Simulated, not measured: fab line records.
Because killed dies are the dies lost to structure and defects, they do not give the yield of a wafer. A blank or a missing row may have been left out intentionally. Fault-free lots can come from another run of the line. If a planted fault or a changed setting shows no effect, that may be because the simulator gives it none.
fab line records || flow sky130
[record] {"lots": 7, "wafers": 21, "lastDay": 49}
route steps=708 shown LDD_LDN@292 SPACER@304 PAD_OPEN@708
lots that met no fault: taken from a fault-free run of the same line
startH: the number of hours between the record's first day and the start of the first shown wafer of the lot || waitH: how many hours have passed since the lot's step before this one || " same as the row above || L1.1+2: one row covering several wafers at once || - value missing, or start not given || * or withheld: withheld || < > ~ a bound
route shown NAME@n: a module of which the file shows steps, and the number in the route of the first || usual: mean/standard deviation of fault-free wafers || same: alike in all rows || chamber/n: place in a boat || sites: readings site by site || _std_site: their standard deviation || _edge_site: inner sites' mean taken away from outer sites' mean || radiusMm: how far each site lies from the wafer's centre || mask NAME#n: copy n || behind: the most recent tool/chamber to have shaped the wafer || hold: cause of the lot's hold/its duration in hours/its outcome || device: transistor that didn't switch, given as n, p or np || end of line: tests run on the same wafers once the route is complete || a step without rows: its recipe alone || killed: count of dies lost to structure and defects at first sort (not the wafer's yield) || map: a wafer's dies, x killed, . not, _ none there
set.NAME: setting as actually run; set.NAME@STEP: the setting as run at that earlier step || model.NAME: the simulator's own value behind a step, which no gauge read
lots at selected steps of the route; one table per step, one row per wafer
services: from which hour (startH, from the record's first day; less than 0 if before it) a tool's chamber was out of use, for how many hours, and why
[[steps]]
[step SKY_LDD_LDN_SOFTBAKE_03]
[recipe] {"tempC": 90, "timeS": 60, "resist": "NOVOLAK"}
[step SKY_LDD_LDN_EXPOSE_04]
[recipe] {"maskId": "LDNTM", "na": 0.6, "sourceShape": "conventional", "sigmaOuter": 0.6, "polarization": "unpolarized", "targetCdNm": 700, "doseMj": 140}
[step SKY_LDD_LDN_PEB_05]
[recipe] {"tempC": "withheld", "timeS": "*", "resist": "NOVOLAK"}
[step SKY_LDD_LDN_DEVELOP_06]
[recipe] {"resist": "NOVOLAK", "developer": "TMAH", "developTimeS": 57.14, "devTempC": 23}
[step SKY_LDD_LDN_OVL_MEAS_07]
[usual] {"LDD_LDN_OVL": "-0.5/1.6"}
{"lot.wafer": "L181.1", "tool": "overlay-01", "chamber": "-", "startH": 528.34, "waitH": 0.1, "LDD_LDN_OVL[nm]": 2.9}
{"lot.wafer": "L181.2", "tool": "overlay-01", "chamber": "-", "startH": 528.34, "waitH": 0.1, "LDD_LDN_OVL[nm]": 2.3}
{"lot.wafer": "L181.4", "tool": "overlay-01", "chamber": "-", "startH": 528.34, "waitH": 0.1, "LDD_LDN_OVL[nm]": 3.5}
{"lot.wafer": "L185.1", "tool": "overlay-02", "chamber": "-", "startH": 562.94, "waitH": 0.1, "LDD_LDN_OVL[nm]": -4.0}
{"lot.wafer": "L185.5", "tool": "overlay-02", "chamber": "-", "startH": 562.94, "waitH": 0.1, "LDD_LDN_OVL[nm]": -2.6}
{"lot.wafer": "L185.6", "tool": "overlay-02", "chamber": "-", "startH": 562.94, "waitH": 0.1, "LDD_LDN_OVL[nm]": -5.0}
{"lot.wafer": "L186.1", "tool": "overlay-02", "chamber": "-", "startH": 574.57, "waitH": 0.1, "LDD_LDN_OVL[nm]": 0.7}
{"lot.wafer": "L186.3", "tool": "overlay-02", "chamber": "-", "startH": 574.57, "waitH": 0.1, "LDD_LDN_OVL[nm]": -0.7}
{"lot.wafer": "L186.5", "tool": "overlay-02", "chamber": "-", "startH": 574.57, "waitH": 0.1, "LDD_LDN_OVL[nm]": 1.9}
{"lot.wafer": "L187.1", "tool": "overlay-01", "chamber": "-", "startH": 582.59, "waitH": 0.1, "LDD_LDN_OVL[nm]": -2.7}
{"lot.wafer": "L187.2", "tool": "overlay-01", "chamber": "-", "startH": 582.59, "waitH": 0.1, "LDD_LDN_OVL[nm]": -2.2}
{"lot.wafer": "L187.6", "tool": "overlay-01", "chamber": "-", "startH": 582.59, "waitH": 0.1, "LDD_LDN_OVL[nm]": -2.2}
{"lot.wafer": "L190.1", "tool": "overlay-02", "chamber": "-", "startH": 622.14, "waitH": 0.1, "LDD_LDN_OVL[nm]": -0.5}
{"lot.wafer": "L190.3", "tool": "overlay-02", "chamber": "-", "startH": 622.14, "waitH": 0.1, "LDD_LDN_OVL[nm]": -0.7}
{"lot.wafer": "L190.4", "tool": "overlay-02", "chamber": "-", "startH": 622.14, "waitH": 0.1, "LDD_LDN_OVL[nm]": -0.5}
{"lot.wafer": "L197.1", "tool": "overlay-01", "chamber": "-", "startH": 677.37, "waitH": 0.1, "LDD_LDN_OVL[nm]": 0.6}
{"lot.wafer": "L197.3", "tool": "overlay-01", "chamber": "-", "startH": 677.37, "waitH": 0.1, "LDD_LDN_OVL[nm]": -0.8}
{"lot.wafer": "L197.6", "tool": "overlay-01", "chamber": "-", "startH": 677.37, "waitH": 0.1, "LDD_LDN_OVL[nm]": -0.9}
{"lot.wafer": "L199.1", "tool": "overlay-02", "chamber": "-", "startH": 687.42, "waitH": 0.1, "LDD_LDN_OVL[nm]": 0.6}
{"lot.wafer": "L199.2", "tool": "overlay-02", "chamber": "-", "startH": 687.42, "waitH": 0.1, "LDD_LDN_OVL[nm]": 0.7}
{"lot.wafer": "L199.6", "tool": "overlay-02", "chamber": "-", "startH": 687.42, "waitH": 0.1, "LDD_LDN_OVL[nm]": 0.4}
[step SKY_LDD_LDN_IMPLANT_08]
[recipe] {"species": "As", "energyKev": 15, "doseCm2": 1.25e+13, "tiltDeg": "withheld", "rotationDeg": 23}
[step SKY_LDD_LDN_IMPLANT_09]
[recipe] {"species": "As", "energyKev": 15, "doseCm2": 1.25e+13, "tiltDeg": "withheld", "rotationDeg": 113}
[step SKY_LDD_LDN_IMPLANT_10]
[recipe] {"species": "As", "energyKev": 15, "doseCm2": 1.25e+13, "tiltDeg": "withheld", "rotationDeg": 203}
[step SKY_LDD_LDN_IMPLANT_11]
[recipe] {"species": "As", "energyKev": 15, "doseCm2": 1.25e+13, "tiltDeg": "withheld", "rotationDeg": 293}
[step SKY_LDD_LDN_STRIP_12]
[recipe] {"chemistry": "O2/N2", "powerW": 1400, "pressureMtorr": 1500, "platenTempC": "withheld", "o2FlowSccm": 3000, "n2FlowSccm": 300, "overashFraction": 0.5}
[usual] {"drypumpMotorCurrentA": "5.7/0.37", "oesProductAu": "0.715/0.0047", "stripTimeToEndpointS": "14.17/0.038"}
{"lot.wafer": "L181.1", "tool": "plasmaAsher-02", "chamber": 0, "startH": 528.98, "waitH": 0.1, "drypumpMotorCurrentA": 5.3, "oesProductAu": 0.716, "rfHoursCounterH": 41, "stripTimeToEndpointS": 14.14}
{"lot.wafer": "L181.2", "tool": "plasmaAsher-02", "chamber": 1, "startH": 528.98, "waitH": 0.1, "drypumpMotorCurrentA": 5.9, "oesProductAu": 0.711, "rfHoursCounterH": 41, "stripTimeToEndpointS": 14.18}
{"lot.wafer": "L181.4", "tool": "plasmaAsher-02", "chamber": 1, "startH": 528.98, "waitH": 0.1, "drypumpMotorCurrentA": 5.9, "oesProductAu": 0.715, "rfHoursCounterH": "-", "stripTimeToEndpointS": 14.14}
{"lot.wafer": "L185.1", "tool": "plasmaAsher-03", "chamber": 0, "startH": 563.58, "waitH": 0.1, "drypumpMotorCurrentA": 6.2, "oesProductAu": 0.716, "rfHoursCounterH": 89, "stripTimeToEndpointS": 14.24}
{"lot.wafer": "L185.5", "tool": "plasmaAsher-03", "chamber": 0, "startH": 563.58, "waitH": 0.1, "drypumpMotorCurrentA": 6.2, "oesProductAu": 0.712, "rfHoursCounterH": "-", "stripTimeToEndpointS": 14.25}
{"lot.wafer": "L185.6", "tool": "plasmaAsher-03", "chamber": 1, "startH": 563.58, "waitH": 0.1, "drypumpMotorCurrentA": 5.7, "oesProductAu": 0.709, "rfHoursCounterH": "-", "stripTimeToEndpointS": 14.22}
{"lot.wafer": "L186.1", "tool": "plasmaAsher-01", "chamber": 1, "startH": 575.21, "waitH": 0.1, "drypumpMotorCurrentA": 5.1, "oesProductAu": 0.717, "rfHoursCounterH": 79, "stripTimeToEndpointS": 14.14}
{"lot.wafer": "L186.3", "tool": "plasmaAsher-01", "chamber": 1, "startH": 575.21, "waitH": 0.1, "drypumpMotorCurrentA": 5.1, "oesProductAu": 0.719, "rfHoursCounterH": "-", "stripTimeToEndpointS": 14.14}
{"lot.wafer": "L186.5", "tool": "plasmaAsher-01", "chamber": 0, "startH": 575.21, "waitH": 0.1, "drypumpMotorCurrentA": 5.9, "oesProductAu": 0.718, "rfHoursCounterH": "-", "stripTimeToEndpointS": 14.14}
{"lot.wafer": "L187.1", "tool": "plasmaAsher-02", "chamber": 1, "startH": 583.22, "waitH": 0.1, "drypumpMotorCurrentA": 5.9, "oesProductAu": 0.714, "rfHoursCounterH": 47, "stripTimeToEndpointS": 14.18}
{"lot.wafer": "L187.2", "tool": "plasmaAsher-02", "chamber": 0, "startH": 583.22, "waitH": 0.1, "drypumpMotorCurrentA": 5.3, "oesProductAu": 0.719, "rfHoursCounterH": 47, "stripTimeToEndpointS": 14.16}
{"lot.wafer": "L187.6", "tool": "plasmaAsher-02", "chamber": 1, "startH": 583.22, "waitH": 0.1, "drypumpMotorCurrentA": 5.9, "oesProductAu": 0.710, "rfHoursCounterH": "-", "stripTimeToEndpointS": 14.20}
{"lot.wafer": "L190.1", "tool": "plasmaAsher-03", "chamber": 0, "startH": 622.77, "waitH": 0.1, "drypumpMotorCurrentA": 6.2, "oesProductAu": 0.700, "rfHoursCounterH": 95, "stripTimeToEndpointS": 14.10}
{"lot.wafer": "L190.3", "tool": "plasmaAsher-03", "chamber": 1, "startH": 622.77, "waitH": 0.1, "drypumpMotorCurrentA": 5.7, "oesProductAu": 0.710, "rfHoursCounterH": "-", "stripTimeToEndpointS": 14.18}
{"lot.wafer": "L190.4", "tool": "plasmaAsher-03", "chamber": 0, "startH": 622.77, "waitH": 0.1, "drypumpMotorCurrentA": 6.2, "oesProductAu": 0.712, "rfHoursCounterH": "-", "stripTimeToEndpointS": 14.14}
{"lot.wafer": "L197.1", "tool": "plasmaAsher-01", "chamber": 1, "startH": 678.01, "waitH": 0.1, "drypumpMotorCurrentA": 5.1, "oesProductAu": 0.712, "rfHoursCounterH": 89, "stripTimeToEndpointS": 14.19}
{"lot.wafer": "L197.3", "tool": "plasmaAsher-01", "chamber": 0, "startH": 678.01, "waitH": 0.1, "drypumpMotorCurrentA": 5.9, "oesProductAu": 0.715, "rfHoursCounterH": "-", "stripTimeToEndpointS": 14.14}
{"lot.wafer": "L197.6", "tool": "plasmaAsher-01", "chamber": 1, "startH": 678.01, "waitH": 0.1, "drypumpMotorCurrentA": 5.1, "oesProductAu": 0.708, "rfHoursCounterH": "-", "stripTimeToEndpointS": 14.21}
{"lot.wafer": "L199.1", "tool": "plasmaAsher-03", "chamber": 0, "startH": 688.06, "waitH": 0.1, "drypumpMotorCurrentA": 6.2, "oesProductAu": 0.713, "rfHoursCounterH": 101, "stripTimeToEndpointS": 14.18}
{"lot.wafer": "L199.2", "tool": "plasmaAsher-03", "chamber": 1, "startH": 688.06, "waitH": 0.1, "drypumpMotorCurrentA": 5.7, "oesProductAu": 0.711, "rfHoursCounterH": 101, "stripTimeToEndpointS": 14.18}
{"lot.wafer": "L199.6", "tool": "plasmaAsher-03", "chamber": 1, "startH": 688.06, "waitH": 0.1, "drypumpMotorCurrentA": 5.7, "oesProductAu": 0.715, "rfHoursCounterH": "-", "stripTimeToEndpointS": 14.19}
[step SKY_LDD_LDN_TW_MEAS_13]
[usual] {"LDD_LDN_TW": "1477/29"}
{"lot.wafer": "L181.1", "tool": "filmMetro-01", "chamber": "-", "startH": 529.08, "waitH": 0.1, "LDD_LDN_TW": 1435}
{"lot.wafer": "L181.2", "tool": "filmMetro-01", "chamber": "-", "startH": 529.08, "waitH": 0.1, "LDD_LDN_TW": 1438}
{"lot.wafer": "L181.4", "tool": "filmMetro-01", "chamber": "-", "startH": 529.08, "waitH": 0.1, "LDD_LDN_TW": 1443}
{"lot.wafer": "L185.1", "tool": "filmMetro-01", "chamber": "-", "startH": 563.68, "waitH": 0.1, "LDD_LDN_TW": 1433}
{"lot.wafer": "L185.5", "tool": "filmMetro-01", "chamber": "-", "startH": 563.68, "waitH": 0.1, "LDD_LDN_TW": 1431}
{"lot.wafer": "L185.6", "tool": "filmMetro-01", "chamber": "-", "startH": 563.68, "waitH": 0.1, "LDD_LDN_TW": 1432}
{"lot.wafer": "L186.1", "tool": "filmMetro-01", "chamber": "-", "startH": 575.31, "waitH": 0.1, "LDD_LDN_TW": 1433}
{"lot.wafer": "L186.3", "tool": "filmMetro-01", "chamber": "-", "startH": 575.31, "waitH": 0.1, "LDD_LDN_TW": 1439}
{"lot.wafer": "L186.5", "tool": "filmMetro-01", "chamber": "-", "startH": 575.31, "waitH": 0.1, "LDD_LDN_TW": 1430}
{"lot.wafer": "L187.1", "tool": "filmMetro-02", "chamber": "-", "startH": 583.32, "waitH": 0.1, "LDD_LDN_TW": 1486}
{"lot.wafer": "L187.2", "tool": "filmMetro-02", "chamber": "-", "startH": 583.32, "waitH": 0.1, "LDD_LDN_TW": 1487}
{"lot.wafer": "L187.6", "tool": "filmMetro-02", "chamber": "-", "startH": 583.32, "waitH": 0.1, "LDD_LDN_TW": 1488}
{"lot.wafer": "L190.1", "tool": "filmMetro-03", "chamber": "-", "startH": 622.87, "waitH": 0.1, "LDD_LDN_TW": 1503}
{"lot.wafer": "L190.3", "tool": "filmMetro-03", "chamber": "-", "startH": 622.87, "waitH": 0.1, "LDD_LDN_TW": 1500}
{"lot.wafer": "L190.4", "tool": "filmMetro-03", "chamber": "-", "startH": 622.87, "waitH": 0.1, "LDD_LDN_TW": 1507}
{"lot.wafer": "L197.1", "tool": "filmMetro-03", "chamber": "-", "startH": 678.11, "waitH": 0.1, "LDD_LDN_TW": 1502}
{"lot.wafer": "L197.3", "tool": "filmMetro-03", "chamber": "-", "startH": 678.11, "waitH": 0.1, "LDD_LDN_TW": 1495}
{"lot.wafer": "L197.6", "tool": "filmMetro-03", "chamber": "-", "startH": 678.11, "waitH": 0.1, "LDD_LDN_TW": 1492}
{"lot.wafer": "L199.1", "tool": "filmMetro-03", "chamber": "-", "startH": 688.16, "waitH": 0.1, "LDD_LDN_TW": 1498}
{"lot.wafer": "L199.2", "tool": "filmMetro-03", "chamber": "-", "startH": 688.16, "waitH": 0.1, "LDD_LDN_TW": 1505}
{"lot.wafer": "L199.6", "tool": "filmMetro-03", "chamber": "-", "startH": 688.16, "waitH": 0.1, "LDD_LDN_TW": 1494}
[step SKY_LDD_LDN_CLEAN_14]
[recipe] {"chemistry": "SC1/SC2", "mix": "1:4:20", "tempC": 70, "timeS": 150, "dry": "n2Spin"}
[step SKY_SPACER_CVD_00]
[recipe] {"material": "Si3N4", "precursor": "DCS/NH3", "targetThkNm": 43.1, "tempC": 770, "timeS": 740, "pressureMtorr": 250}
[usual] {"pressureMtorr": "249.9/0.46", "spikeTcBottomC": "788.8/1.1", "spikeTcCentreC": "769.4/0.99", "susceptorTempC": "770.0/0.31", "timeS": "740/0"}
{"lot.wafer": "L181.1", "tool": "lpcvd-02", "chamber": 0, "startH": 529.24, "waitH": 0.0, "pressureMtorr": 249.8, "spikeTcBottomC": 787.9, "spikeTcCentreC": 768.6, "susceptorTempC": 770.6, "timeS": 740}
{"lot.wafer": "L181.2", "tool": "lpcvd-02", "chamber": 0, "startH": 529.24, "waitH": 0.0, "pressureMtorr": 248.8, "spikeTcBottomC": 789.3, "spikeTcCentreC": 769.2, "susceptorTempC": 770.0, "timeS": 740}
{"lot.wafer": "L181.4", "tool": "lpcvd-02", "chamber": 0, "startH": 529.24, "waitH": 0.0, "pressureMtorr": 249.6, "spikeTcBottomC": 789.2, "spikeTcCentreC": 768.1, "susceptorTempC": 770.1, "timeS": 740}
{"lot.wafer": "L185.1", "tool": "lpcvd-02", "chamber": 0, "startH": 563.79, "waitH": 0.0, "pressureMtorr": "-", "spikeTcBottomC": "-", "spikeTcCentreC": "-", "susceptorTempC": "-", "timeS": "-"}
{"lot.wafer": "L185.5", "tool": "lpcvd-02", "chamber": 0, "startH": 563.79, "waitH": 0.0, "pressureMtorr": "-", "spikeTcBottomC": "-", "spikeTcCentreC": "-", "susceptorTempC": "-", "timeS": "-"}
{"lot.wafer": "L185.6", "tool": "lpcvd-02", "chamber": 0, "startH": 563.79, "waitH": 0.0, "pressureMtorr": "-", "spikeTcBottomC": "-", "spikeTcCentreC": "-", "susceptorTempC": "-", "timeS": "-"}
{"lot.wafer": "L186.1", "tool": "lpcvd-02", "chamber": 0, "startH": 575.48, "waitH": 0.0, "pressureMtorr": "-", "spikeTcBottomC": "-", "spikeTcCentreC": "-", "susceptorTempC": "-", "timeS": "-"}
{"lot.wafer": "L186.3", "tool": "lpcvd-02", "chamber": 0, "startH": 575.48, "waitH": 0.0, "pressureMtorr": "-", "spikeTcBottomC": "-", "spikeTcCentreC": "-", "susceptorTempC": "-", "timeS": "-"}
{"lot.wafer": "L186.5", "tool": "lpcvd-02", "chamber": 0, "startH": 575.48, "waitH": 0.0, "pressureMtorr": "-", "spikeTcBottomC": "-", "spikeTcCentreC": "-", "susceptorTempC": "-", "timeS": "-"}
{"lot.wafer": "L187.1", "tool": "lpcvd-02", "chamber": 1, "startH": 583.48, "waitH": 0.0, "pressureMtorr": "-", "spikeTcBottomC": "-", "spikeTcCentreC": "-", "susceptorTempC": "-", "timeS": "-"}
{"lot.wafer": "L187.2", "tool": "lpcvd-02", "chamber": 1, "startH": 583.48, "waitH": 0.0, "pressureMtorr": "-", "spikeTcBottomC": "-", "spikeTcCentreC": "-", "susceptorTempC": "-", "timeS": "-"}
{"lot.wafer": "L187.6", "tool": "lpcvd-02", "chamber": 1, "startH": 583.48, "waitH": 0.0, "pressureMtorr": "-", "spikeTcBottomC": "-", "spikeTcCentreC": "-", "susceptorTempC": "-", "timeS": "-"}
{"lot.wafer": "L190.1", "tool": "lpcvd-02", "chamber": 1, "startH": 622.98, "waitH": 0.0, "pressureMtorr": 249.6, "spikeTcBottomC": 788.3, "spikeTcCentreC": 769.8, "susceptorTempC": 770.2, "timeS": 740}
{"lot.wafer": "L190.3", "tool": "lpcvd-02", "chamber": 1, "startH": 622.98, "waitH": 0.0, "pressureMtorr": 249.6, "spikeTcBottomC": 788.1, "spikeTcCentreC": 768.8, "susceptorTempC": 769.6, "timeS": 740}
{"lot.wafer": "L190.4", "tool": "lpcvd-02", "chamber": 1, "startH": 622.98, "waitH": 0.0, "pressureMtorr": 250.3, "spikeTcBottomC": 789.0, "spikeTcCentreC": 768.1, "susceptorTempC": 769.5, "timeS": 740}
{"lot.wafer": "L197.1", "tool": "lpcvd-02", "chamber": 0, "startH": 679.93, "waitH": 1.7, "pressureMtorr": 250.3, "spikeTcBottomC": 789.6, "spikeTcCentreC": 768.3, "susceptorTempC": 770.3, "timeS": 740}
{"lot.wafer": "L197.3", "tool": "lpcvd-02", "chamber": 0, "startH": 679.93, "waitH": 1.7, "pressureMtorr": 250.2, "spikeTcBottomC": 788.5, "spikeTcCentreC": 768.8, "susceptorTempC": 770.1, "timeS": 740}
{"lot.wafer": "L197.6", "tool": "lpcvd-02", "chamber": 0, "startH": 679.93, "waitH": 1.7, "pressureMtorr": 249.6, "spikeTcBottomC": 787.2, "spikeTcCentreC": 768.9, "susceptorTempC": 770.1, "timeS": 740}
{"lot.wafer": "L199.1", "tool": "lpcvd-02", "chamber": 1, "startH": 688.27, "waitH": 0.0, "pressureMtorr": 249.0, "spikeTcBottomC": 788.2, "spikeTcCentreC": 769.0, "susceptorTempC": 770.3, "timeS": 740}
{"lot.wafer": "L199.2", "tool": "lpcvd-02", "chamber": 1, "startH": 688.27, "waitH": 0.0, "pressureMtorr": 249.7, "spikeTcBottomC": 791.0, "spikeTcCentreC": 770.1, "susceptorTempC": 770.5, "timeS": 740}
{"lot.wafer": "L199.6", "tool": "lpcvd-02", "chamber": 1, "startH": 688.27, "waitH": 0.0, "pressureMtorr": 250.3, "spikeTcBottomC": 789.4, "spikeTcCentreC": 768.8, "susceptorTempC": 770.3, "timeS": 740}
[step SKY_PAD_OPEN_PROBE_99]
[usual] {"defectLimitedYield": "82.3/1.9", "killed_at_M0_to_M3": "44/7.6", "killed_at_M4_up": "3.2/1.7", "killedAtContacts": "24/5.7", "killedAtFrontEnd": "16/3.9", "killedAtOther": "0.2/0.45", "killedDies": "87/9.5", "killedOpen": "47/6.9", "killedShort": "40/5.8", "sort_bin_3_pad_short": "0.9/0.4", "sort_bin_5_function": "10.4/1.4", "sort_bin_6_memory": "6.4/1.1", "sortNPass": "405/9.5", "sortYieldPct": "82.3/1.9"}
[same] {"grossDies": 492, "killedAtBackSide": 0, "sort_bin_4_leakage[%]": 0, "sort_bin_8_speed[%]": 0}
{"lot.wafer": "L190.1", "tool": "prober-01", "chamber": "-", "startH": 1132.14, "waitH": 0.1, "defectLimitedYield[%]": 86.4, "killed_at_M0_to_M3": 33, "killed_at_M4_up": 1, "killedAtContacts": 20, "killedAtFrontEnd": 13, "killedAtOther": 0, "killedDies": 67, "killedOpen": 36, "killedShort": 31, "sort_bin_3_pad_short[%]": 0.8, "sort_bin_5_function[%]": 8.5, "sort_bin_6_memory[%]": 4.3, "sortNPass": 425, "sortYieldPct[%]": 86.4}
{"lot.wafer": "L190.3", "tool": "prober-01", "chamber": "-", "startH": 1132.24, "waitH": 0.2, "defectLimitedYield[%]": 85.8, "killed_at_M0_to_M3": 34, "killed_at_M4_up": 3, "killedAtContacts": 15, "killedAtFrontEnd": 18, "killedAtOther": 0, "killedDies": 70, "killedOpen": 40, "killedShort": 30, "sort_bin_3_pad_short[%]": 0.6, "sort_bin_5_function[%]": 8.5, "sort_bin_6_memory[%]": 5.1, "sortNPass": 422, "sortYieldPct[%]": 85.8}
{"lot.wafer": "L190.4", "tool": "prober-01", "chamber": "-", "startH": 1132.29, "waitH": 0.2, "defectLimitedYield[%]": 83.1, "killed_at_M0_to_M3": 47, "killed_at_M4_up": 3, "killedAtContacts": 18, "killedAtFrontEnd": 15, "killedAtOther": 0, "killedDies": 83, "killedOpen": 45, "killedShort": 38, "sort_bin_3_pad_short[%]": 1.0, "sort_bin_5_function[%]": 9.8, "sort_bin_6_memory[%]": 6.1, "sortNPass": 409, "sortYieldPct[%]": 83.1}
{"lot.wafer": "L197.1", "tool": "prober-02", "chamber": "-", "startH": 1176.37, "waitH": 0.1, "defectLimitedYield[%]": 79.5, "killed_at_M0_to_M3": 50, "killed_at_M4_up": 3, "killedAtContacts": 29, "killedAtFrontEnd": 19, "killedAtOther": 0, "killedDies": 101, "killedOpen": 52, "killedShort": 49, "sort_bin_3_pad_short[%]": 0.4, "sort_bin_5_function[%]": 13.0, "sort_bin_6_memory[%]": 7.1, "sortNPass": 391, "sortYieldPct[%]": 79.5}
{"lot.wafer": "L197.3", "tool": "prober-02", "chamber": "-", "startH": 1176.47, "waitH": 0.2, "defectLimitedYield[%]": 82.7, "killed_at_M0_to_M3": 34, "killed_at_M4_up": 3, "killedAtContacts": 22, "killedAtFrontEnd": 25, "killedAtOther": 1, "killedDies": 85, "killedOpen": 47, "killedShort": 38, "sort_bin_3_pad_short[%]": 0.2, "sort_bin_5_function[%]": 9.6, "sort_bin_6_memory[%]": 7.5, "sortNPass": 407, "sortYieldPct[%]": 82.7}
{"lot.wafer": "L197.6", "tool": "prober-02", "chamber": "-", "startH": 1176.62, "waitH": 0.2, "defectLimitedYield[%]": 78.0, "killed_at_M0_to_M3": 69, "killed_at_M4_up": 6, "killedAtContacts": 18, "killedAtFrontEnd": 13, "killedAtOther": 2, "killedDies": 108, "killedOpen": 53, "killedShort": 55, "sort_bin_3_pad_short[%]": 1.2, "sort_bin_5_function[%]": 12.4, "sort_bin_6_memory[%]": 8.3, "sortNPass": 384, "sortYieldPct[%]": 78.0}
// killed by level:class
L190.1 LI_CONTACT:geometricParticle:open=8 CONTACT:geometricParticle:short=6 FIELD_ISO:geometricParticle:short=5 VIA1:geometricParticle:open=5 VIA2:geometricParticle:open=5 VIA1:geometricParticle:short=4 METAL2:geometricParticle:short=4 VIA3:geometricParticle:open=4
L190.3 VIA1:geometricParticle:open=8 CONTACT:geometricParticle:open=6 FIELD_ISO:geometricParticle:open=5 LI_CONTACT:geometricParticle:open=4 METAL2:geometricParticle:short=4 VIA2:geometricParticle:short=4 METAL3:geometricParticle:short=4 FIELD_ISO:geometricParticle:short=3
L190.4 VIA1:geometricParticle:open=11 VIA3:geometricParticle:open=8 LI_CONTACT:geometricParticle:open=7 METAL1:geometricParticle:short=6 FIELD_ISO:geometricParticle:open=5 CONTACT:geometricParticle:short=5 VIA1:geometricParticle:short=4 VIA2:geometricParticle:open=4
L197.1 METAL2:geometricParticle:short=10 VIA1:geometricParticle:open=9 LI_CONTACT:geometricParticle:open=8 CONTACT:geometricParticle:open=8 VIA2:geometricParticle:open=7 CONTACT:geometricParticle:short=7 METAL1:geometricParticle:short=6 POLY_GATE:geometricParticle:short=5
L197.3 VIA1:geometricParticle:open=11 CONTACT:geometricParticle:open=9 POLY_GATE:geometricParticle:open=8 POLY_GATE:geometricParticle:short=6 VIA3:geometricParticle:open=6 FIELD_ISO:geometricParticle:short=5 VIA2:geometricParticle:open=5 LI_CONTACT:geometricParticle:open=4
L197.6 VIA1:geometricParticle:open=18 METAL1:geometricParticle:short=15 VIA3:geometricParticle:open=9 CONTACT:geometricParticle:open=6 VIA3:geometricParticle:short=6 METAL4:geometricParticle:short=5 FIELD_ISO:geometricParticle:short=4 LI_CONTACT:geometricParticle:open=4
[[services]]
{"tool": "plasmaAsher-03", "chamber": "-", "startH": 519.62, "hours": 1.0, "kind": "repair"}
{"tool": "plasmaAsher-01", "chamber": "-", "startH": 527.95, "hours": 2.1, "kind": "repair"}
{"tool": "plasmaAsher-02", "chamber": "-", "startH": 533.13, "hours": 1.2, "kind": "repair"}
{"tool": "plasmaAsher-03", "chamber": "-", "startH": 547.39, "hours": 15.6, "kind": "pm"}
{"tool": "lpcvd-02", "chamber": "-", "startH": 593.93, "hours": 6.1, "kind": "pm"}
{"tool": "plasmaAsher-03", "chamber": "-", "startH": 596.56, "hours": 2.9, "kind": "repair"}
{"tool": "plasmaAsher-02", "chamber": "-", "startH": 614.61, "hours": 1.3, "kind": "repair"}
{"tool": "plasmaAsher-02", "chamber": "-", "startH": 683.36, "hours": 1.3, "kind": "repair"}
[[key]]
[firstSign] {"step": "SKY_SPACER_CVD_00", "reading": "toolRecord", "direction": "missing"}
effect none on later readings
metAt SKY_SPACER_CVD_00
struckWafers L185.1,L185.5,L185.6,L186.1,L186.3,L186.5,L187.1,L187.2,L187.6
scrappedBehind SKY_SPACER_THK_MEAS_01 L185.1,L185.5,L185.6,L186.1,L186.3,L186.5,L187.1,L187.2,L187.6
onsetBetween 529.24 563.79
[fault] {"kind": "skippedStepWhole", "tool": "lpcvd-02", "chamber": "-", "onsetH": 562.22, "steps": "SKY_SPACER_CVD_00", "scope": "struckLotsOnly"}
